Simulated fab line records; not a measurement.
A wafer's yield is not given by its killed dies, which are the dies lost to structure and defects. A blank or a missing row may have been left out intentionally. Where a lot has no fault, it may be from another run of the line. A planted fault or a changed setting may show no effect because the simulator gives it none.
fab line records | flow gf180mcu
record: lots: 12 | wafers: 35 | last-day: 34
route steps=602 shown M1@332 V1@347
lots untouched by any fault: they come from a run of this same line in which no faults occurred
start-h: the number of hours between the record's first day and the start of the first shown wafer of the lot | wait-h: time in hours since the lot's previous step | " identical to the entry in the row above | L1.1+2: a single row standing in for several wafers | - either no value or no given start | * or withheld: withheld | < > ~ a bound
route shown NAME@n: names a module that has steps shown in the file, with the first one's number in the route | usual: mean/standard deviation taken from wafers without a fault | same: alike in all rows | chamber/n: place in a boat | sites: per-site readings | _std_site: standard deviation of those values | _edge_site: inner sites' mean taken away from outer sites' mean | radius-mm: for every site, how far away it sits from the centre of the wafer | mask NAME#n: copy n | behind: the most recent tool/chamber to have shaped the wafer | hold: what put the lot on hold/how long, in hours/how the hold closed | device: transistor that didn't switch, given as n, p or np | end of line: tests of these same wafers at the route's end | step lacking rows: just its recipe | killed: count of dies lost to structure and defects at first sort (not the wafer's yield) | map: a wafer's dies, marking killed ones x, the rest . and places with no die _
set.NAME: the run value of the setting; set.NAME@STEP: its run value at that earlier step | model.NAME: the simulator's own value behind a step, which no gauge read
a sample of lots followed through the steps of the route, with each step as a table and each wafer as a row
services: the hour from which a tool's chamber was out of use, counted from the record's first day as start-h (under 0 if before that day), plus the number of hours and why
== steps ==
step: GF_M1_STRIP_17
recipe: chemistry: O2/N2 | power-w: 1400 | pressure-mtorr: 1500 | platen-temp-c: 250 | o2-flow-sccm: 3000 | n2-flow-sccm: 300 | overash-fraction: 0.5
usual: drypump-motor-current-A: 5.6/0.35 | heater-power-w: 350/32 | oes-product-au: 0.537/0.0052 | strip-time-to-endpoint-s: 7.36/0.063
same: overash-fraction: 0.5
lot.wafer | tool            | chamber | start-h | wait-h | drypump-motor-current-A | heater-power-w | oes-product-au | rf-hours-counter-h | strip-time-to-endpoint-s
L549.2    | plasma-asher-03 | 1       | 382.28  | 0.1    | 5.9                     | 366            | 0.539          | 75                 | 7.31
L549.3    | "               | 1       | "       | "      | 5.9                     | 361            | 0.545          | -                  | 7.37
L549.5    | "               | 0       | "       | "      | 5.4                     | 374            | 0.533          | -                  | 7.31
L553.2    | plasma-asher-01 | 0       | 423.78  | 0.1    | 5.3                     | 315            | 0.543          | 70                 | 7.47
L553.3    | "               | 1       | "       | "      | 5.6                     | 390            | 0.531          | -                  | 7.32
L553.4    | "               | 0       | "       | "      | 5.3                     | 327            | 0.546          | -                  | 7.49
L554.1    | plasma-asher-03 | 1       | 446.52  | 0.1    | 5.9                     | 364            | 0.545          | 81                 | 7.40
L554.2    | "               | 0       | "       | "      | 5.4                     | 359            | 0.534          | 81                 | 7.36
L554.5    | "               | 0       | "       | "      | 5.4                     | 361            | 0.543          | -                  | 7.41
L557.4    | plasma-asher-02 | 1       | 458.42  | 0.1    | 4.9                     | 308            | 0.534          | -                  | 7.27
L557.5    | "               | 0       | "       | "      | 6.3                     | 308            | 0.549          | -                  | 7.45
L557.6    | "               | 1       | "       | "      | 5.0                     | 299            | 0.527          | -                  | 7.25
L556.1    | plasma-asher-01 | 1       | 460.92  | 0.1    | 5.6                     | 392            | 0.534          | 74                 | 7.30
L556.2    | "               | 0       | "       | "      | 5.3                     | 324            | 0.544          | 74                 | 7.41
L556.4    | "               | 0       | "       | "      | 5.3                     | 314            | 0.541          | -                  | 7.43
L558.4    | plasma-asher-01 | 1       | 463.75  | 0.1    | 5.6                     | 395            | 0.533          | -                  | 7.37
L558.6    | "               | 1       | "       | "      | 5.6                     | 397            | 0.541          | -                  | 7.29
L559.2    | plasma-asher-01 | 1       | 481.62  | 0.1    | 5.6                     | 392            | 0.542          | 76                 | 7.48
L559.4    | "               | 0       | "       | "      | 5.3                     | 317            | 0.544          | -                  | 7.47
L559.6    | "               | 1       | "       | "      | 5.7                     | 397            | 0.537          | -                  | 7.33
L565.1    | plasma-asher-01 | 0       | 520.07  | 0.1    | 5.3                     | 320            | 0.535          | 81                 | 7.28
L565.3    | "               | 1       | "       | "      | 5.6                     | 400            | 0.538          | -                  | 7.31
L565.6    | "               | 0       | "       | "      | 5.3                     | 316            | 0.539          | -                  | 7.43
L567.2    | plasma-asher-03 | 1       | 541.37  | 0.1    | 5.9                     | 354            | 0.546          | 91                 | 7.42
L567.3    | "               | 1       | "       | "      | 5.9                     | 364            | 0.546          | -                  | 7.44
L567.4    | "               | 0       | "       | "      | 5.4                     | 363            | 0.537          | -                  | 7.29
L568.2    | plasma-asher-01 | 0       | 549.62  | 0.1    | 5.3                     | 324            | 0.535          | 84                 | 7.39
L568.3    | "               | 1       | "       | "      | 5.7                     | 395            | 0.525          | -                  | 7.32
L568.4    | "               | 0       | "       | "      | 5.3                     | 320            | 0.545          | -                  | 7.44
L569.2    | plasma-asher-03 | 1       | 555.92  | 0.1    | 5.9                     | 358            | 0.541          | 93                 | 7.26
L569.3    | "               | 0       | "       | "      | 5.4                     | 365            | 0.535          | -                  | 7.40
L569.6    | "               | 1       | "       | "      | 5.9                     | 371            | 0.545          | -                  | 7.38
L570.1    | plasma-asher-03 | 0       | 565.92  | 0.1    | 5.4                     | 358            | 0.537          | 94                 | 7.40
L570.5    | "               | 1       | "       | "      | 5.8                     | 357            | 0.544          | -                  | 7.38
L570.6    | "               | 0       | "       | "      | 5.4                     | 370            | 0.524          | -                  | 7.32
step: GF_V1_PEB_12
recipe: peb-temp-c: 135 | peb-time-s: 90 | resist: KrF
lot.wafer  | tool           | chamber | start-h | wait-h
L549.2+3+5 | litho-track-02 | 0       | 406.37  | -
L553.2+3+4 | litho-track-03 | 0       | 449.18  | -
L554.1+2+5 | litho-track-03 | 0       | 471.70  | -
L557.4+5+6 | litho-track-03 | 0       | 482.80  | -
L556.1+2+4 | litho-track-04 | 0       | 485.25  | -
L558.4+6   | litho-track-03 | 0       | 489.10  | -
L559.2+4+6 | litho-track-04 | 0       | 505.93  | -
L565.1+3+6 | litho-track-04 | 0       | 543.80  | -
L567.2+3+4 | litho-track-02 | 0       | 564.22  | -
L568.2+3+4 | litho-track-03 | 0       | 572.53  | -
L569.2+3+6 | litho-track-04 | 0       | 578.73  | -
L570.1+5+6 | litho-track-04 | 0       | 588.60  | -
step: GF_V1_CD_MEAS_14
recipe: target-cd-nm: 260
usual: cd-nm: 260.5/1.1
lot.wafer | tool      | chamber | start-h | wait-h | cd-nm
L549.2    | cd-sem-01 | -       | 406.71  | 0.1    | 259.5
L549.3    | "         | -       | "       | "      | 260.2
L549.5    | "         | -       | "       | "      | 260.3
L553.2    | cd-sem-02 | -       | 449.52  | 0.1    | 259.6
L553.3    | "         | -       | "       | "      | 261.1
L553.4    | "         | -       | "       | "      | 260.2
L554.1    | cd-sem-02 | -       | 472.05  | 0.1    | 260.1
L554.2    | "         | -       | "       | "      | 261.1
L554.5    | "         | -       | "       | "      | 261.0
L557.4    | cd-sem-02 | -       | 483.11  | 0.1    | 260.6
L557.5    | "         | -       | "       | "      | 261.1
L557.6    | "         | -       | "       | "      | 264.0
L556.1    | cd-sem-02 | -       | 485.60  | 0.1    | 261.0
L556.2    | "         | -       | "       | "      | 258.9
L556.4    | "         | -       | "       | "      | 260.4
L558.4    | cd-sem-02 | -       | 489.41  | 0.1    | 260.6
L558.6    | "         | -       | "       | "      | 264.4
L559.2    | cd-sem-02 | -       | 506.27  | 0.1    | 260.7
L559.4    | "         | -       | "       | "      | 260.9
L559.6    | "         | -       | "       | "      | 261.1
L565.1    | cd-sem-02 | -       | 544.15  | 0.1    | 261.9
L565.3    | "         | -       | "       | "      | 260.9
L565.6    | "         | -       | "       | "      | 259.8
L567.2    | cd-sem-01 | -       | 564.55  | 0.1    | 261.8
L567.3    | "         | -       | "       | "      | 261.8
L567.4    | "         | -       | "       | "      | 261.9
L568.2    | cd-sem-02 | -       | 572.87  | 0.1    | 261.4
L568.3    | "         | -       | "       | "      | 262.2
L568.4    | "         | -       | "       | "      | 260.7
L569.2    | cd-sem-02 | -       | 579.07  | 0.1    | 261.5
L569.3    | "         | -       | "       | "      | 260.8
L569.6    | "         | -       | "       | "      | 262.1
L570.1    | cd-sem-01 | -       | 588.95  | 0.1    | 261.5
L570.5    | "         | -       | "       | "      | 262.1
L570.6    | "         | -       | "       | "      | 262.2
step: GF_V1_ETCH_16
recipe: chemistry: N2/H2 | target-depth-a: withheld | overetch-a: withheld | time-s: withheld | target: BARC | ion-energy-ev: 200 | source-w: 500 | bias-w: 100 | pressure-mtorr: 30 | n2-flow-sccm: 100 | h2-flow-sccm: 200
usual: drypump-motor-current-A: 5.8/0.5 | oes-product-au: 0.854/0.0046 | throttle-valve-pct: 13.225/0.0093
lot.wafer | tool        | chamber | start-h | wait-h | drypump-motor-current-A | oes-product-au | throttle-valve-pct
L549.2    | rie-diel-02 | 0       | 406.84  | 0.0    | 6.0                     | 0.852          | 13.225
L549.3    | "           | 2       | "       | "      | 6.1                     | 0.855          | 13.218
L549.5    | "           | 0       | "       | "      | 6.0                     | 0.852          | 13.234
L553.2    | rie-diel-04 | 0       | 449.65  | 0.0    | 5.3                     | 0.858          | 13.236
L553.3    | "           | 3       | "       | "      | 6.7                     | 0.852          | 13.218
L553.4    | "           | 2       | "       | "      | 5.6                     | 0.857          | 13.230
L554.1    | rie-diel-04 | 1       | 472.20  | 0.0    | 5.7                     | 0.846          | 13.224
L554.2    | "           | 2       | "       | "      | 5.6                     | 0.852          | 13.217
L554.5    | "           | 0       | "       | "      | 5.3                     | 0.853          | 13.232
L557.4    | rie-diel-01 | 1       | 483.20  | 0.0    | 5.5                     | 0.850          | 13.235
L557.5    | "           | 2       | "       | "      | 5.3                     | 0.854          | 13.228
L557.6    | "           | 3       | "       | "      | 5.0                     | 0.859          | 13.225
L556.1    | rie-diel-02 | 2       | 485.75  | 0.0    | 6.2                     | 0.855          | 13.211
L556.2    | "           | 3       | "       | "      | 5.4                     | 0.857          | 13.226
L556.4    | "           | 0       | "       | "      | 6.0                     | 0.850          | 13.223
L558.4    | rie-diel-04 | 3       | 489.50  | 0.0    | 6.7                     | 0.850          | 13.206
L558.6    | "           | 0       | "       | "      | 5.3                     | 0.858          | 13.227
L559.2    | rie-diel-02 | 0       | 506.40  | 0.0    | 6.0                     | 0.853          | 13.219
L559.4    | "           | 0       | "       | "      | 6.0                     | 0.852          | 13.211
L559.6    | "           | 1       | "       | "      | 6.6                     | 0.847          | 13.234
L565.1    | rie-diel-04 | 1       | 544.30  | 0.0    | 5.7                     | 0.853          | 13.233
L565.3    | "           | 3       | "       | "      | 6.7                     | 0.852          | 13.234
L565.6    | "           | 1       | "       | "      | 5.7                     | 0.849          | 13.236
L567.2    | rie-diel-04 | 3       | 564.69  | 0.0    | 6.7                     | 0.858          | 13.248
L567.3    | "           | 0       | "       | "      | 5.3                     | 0.855          | 13.227
L567.4    | "           | 3       | "       | "      | 6.8                     | 0.854          | 13.231
L568.2    | rie-diel-02 | 0       | 573.01  | 0.0    | 6.1                     | 0.853          | 13.227
L568.3    | "           | 2       | "       | "      | 6.1                     | 0.858          | 13.220
L568.4    | "           | 3       | "       | "      | 5.4                     | 0.857          | 13.210
L569.2    | rie-diel-04 | 1       | 579.20  | 0.0    | 5.7                     | 0.860          | 13.240
L569.3    | "           | 2       | "       | "      | 5.6                     | 0.855          | 13.222
L569.6    | "           | 1       | "       | "      | 5.7                     | 0.863          | 13.238
L570.1    | rie-diel-04 | 1       | 589.10  | 0.0    | 5.7                     | 0.847          | 13.227
L570.5    | "           | 1       | "       | "      | 5.7                     | 0.858          | 13.215
L570.6    | "           | 2       | "       | "      | 5.6                     | 0.850          | 13.210
step: GF_V1_STRIP_18
recipe: chemistry: O2/N2 | power-w: 1400 | pressure-mtorr: 1500 | platen-temp-c: 250 | o2-flow-sccm: 3000 | n2-flow-sccm: 300 | overash-fraction: 0.5
usual: drypump-motor-current-A: 5.6/0.63 | heater-power-w: 331/27 | oes-product-au: 0.592/0.0046
same: overash-fraction: 0.5
lot.wafer | tool            | chamber | start-h | wait-h | drypump-motor-current-A | heater-power-w | oes-product-au | rf-hours-counter-h
L549.2    | plasma-asher-04 | 1       | 406.97  | -      | 5.0                     | 362            | 0.594          | 27
L549.3    | "               | 0       | "       | "      | 6.3                     | 324            | 0.594          | -
L549.5    | "               | 0       | "       | "      | 6.3                     | 329            | 0.595          | -
L553.2    | plasma-asher-04 | 1       | 449.78  | -      | 5.0                     | 380            | 0.595          | 32
L553.3    | "               | 1       | "       | "      | 5.0                     | 370            | 0.591          | -
L553.4    | "               | 0       | "       | "      | 6.3                     | 328            | 0.590          | -
L554.1    | plasma-asher-04 | 1       | 472.33  | -      | 4.9                     | 374            | 0.591          | 34
L554.2    | "               | 0       | "       | "      | 6.3                     | 326            | 0.595          | 34
L554.5    | "               | 0       | "       | "      | 6.3                     | 329            | 0.593          | -
L557.4    | plasma-asher-03 | 0       | 483.37  | -      | 5.4                     | 363            | 0.594          | -
L557.5    | "               | 1       | "       | "      | 5.9                     | 359            | 0.588          | -
L557.6    | "               | 0       | "       | "      | 5.4                     | 354            | 0.598          | -
L556.1    | plasma-asher-02 | 0       | 485.88  | -      | 6.3                     | 308            | 0.595          | 6
L556.2    | "               | 1       | "       | "      | 5.0                     | 309            | 0.598          | 6
L556.4    | "               | 1       | "       | "      | 5.0                     | 310            | 0.591          | -
L558.4    | plasma-asher-03 | 1       | 489.67  | -      | 5.8                     | 365            | 0.598          | -
L558.6    | "               | 0       | "       | "      | 5.4                     | 354            | 0.592          | -
L559.2    | plasma-asher-02 | 0       | 506.53  | -      | 6.3                     | 306            | 0.592          | 8
L559.4    | "               | 0       | "       | "      | 6.3                     | 307            | 0.590          | -
L559.6    | "               | 1       | "       | "      | 4.9                     | 314            | 0.598          | -
L565.1    | plasma-asher-02 | 0       | 544.43  | -      | 6.3                     | 309            | 0.596          | 12
L565.3    | "               | 1       | "       | "      | 4.9                     | 311            | 0.594          | -
L565.6    | "               | 0       | "       | "      | 6.3                     | 306            | 0.592          | -
L567.2    | plasma-asher-02 | 1       | 564.82  | -      | 5.0                     | 313            | 0.599          | 14
L567.3    | "               | 0       | "       | "      | 6.3                     | 303            | 0.587          | -
L567.4    | "               | 1       | "       | "      | 4.9                     | 305            | 0.591          | -
L568.2    | plasma-asher-02 | 1       | 573.14  | -      | 4.9                     | 308            | 0.590          | 15
L568.3    | "               | 0       | "       | "      | 6.3                     | 310            | 0.592          | -
L568.4    | "               | 1       | "       | "      | 4.9                     | 306            | 0.589          | -
L569.2    | plasma-asher-04 | 0       | 579.33  | -      | 6.3                     | 334            | 0.586          | 44
L569.3    | "               | 1       | "       | "      | 5.0                     | 374            | 0.591          | -
L569.6    | "               | 0       | "       | "      | 6.3                     | 323            | 0.592          | -
L570.1    | plasma-asher-03 | 0       | 589.23  | -      | 5.4                     | 357            | 0.599          | 96
L570.5    | "               | 0       | "       | "      | 5.4                     | 365            | 0.593          | -
L570.6    | "               | 1       | "       | "      | 5.9                     | 363            | 0.591          | -
== services ==
tool            | chamber | start-h | hours | kind
rie-diel-02     | -       | 393.31  | 2.8   | pm
rie-diel-02     | 3       | 407.37  | 4.5   | repair
plasma-asher-02 | -       | 421.25  | 9.0   | pm
plasma-asher-02 | 0       | 421.25  | 9.0   | vent-cycle
plasma-asher-02 | 1       | 421.25  | 9.0   | vent-cycle
plasma-asher-02 | 0       | 430.25  | -     | clean
plasma-asher-02 | 1       | 430.25  | -     | clean
rie-diel-04     | -       | 439.51  | 1.0   | repair
plasma-asher-02 | -       | 475.84  | 4.0   | pm
plasma-asher-04 | -       | 476.43  | 7.6   | repair
rie-diel-04     | 3       | 491.70  | 9.1   | repair
rie-diel-02     | 2       | 496.22  | -     | clean
rie-diel-02     | 2       | 496.22  | 24.8  | scheduled-down
rie-diel-02     | 2       | 496.22  | 24.8  | vent-cycle
rie-diel-01     | 1       | 507.96  | 3.5   | repair
rie-diel-02     | -       | 508.56  | 0.4   | repair
plasma-asher-03 | -       | 519.22  | 2.8   | pm
rie-diel-02     | 3       | 520.98  | -     | clean
plasma-asher-01 | -       | 523.77  | 2.8   | pm
rie-diel-04     | -       | 527.56  | 0.1   | repair
litho-track-03  | -       | 528.23  | -     | consumable-replace:filter
rie-diel-04     | 1       | 561.58  | 3.4   | repair
rie-diel-04     | 2       | 568.87  | 3.8   | repair
plasma-asher-04 | -       | 570.15  | 1.3   | repair
== key ==
first-sign: step: GF_V1_CD_MEAS_14 | reading: cd-nm | direction: up | sigmas: 3.3 | usual: 260.5 | struck: 264.2
effect none on later readings
met-at GF_V1_PEB_12
struck-lots L557,L558
struck-wafers L557.6,L558.6
not-acting-at GF_M1_STRIP_17,GF_V1_ETCH_16,GF_V1_STRIP_18
onset-between 471.70 482.80
fault: kind: process-parameter-drift | tool: litho-track-03 | chamber: - | onset-h: 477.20 | steps: GF_V1_PEB_12 | channel: peb-time-s | offset: * | shape: step | end-h: 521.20 | scope: struck-wafers-only | acts-in: * | stated: *
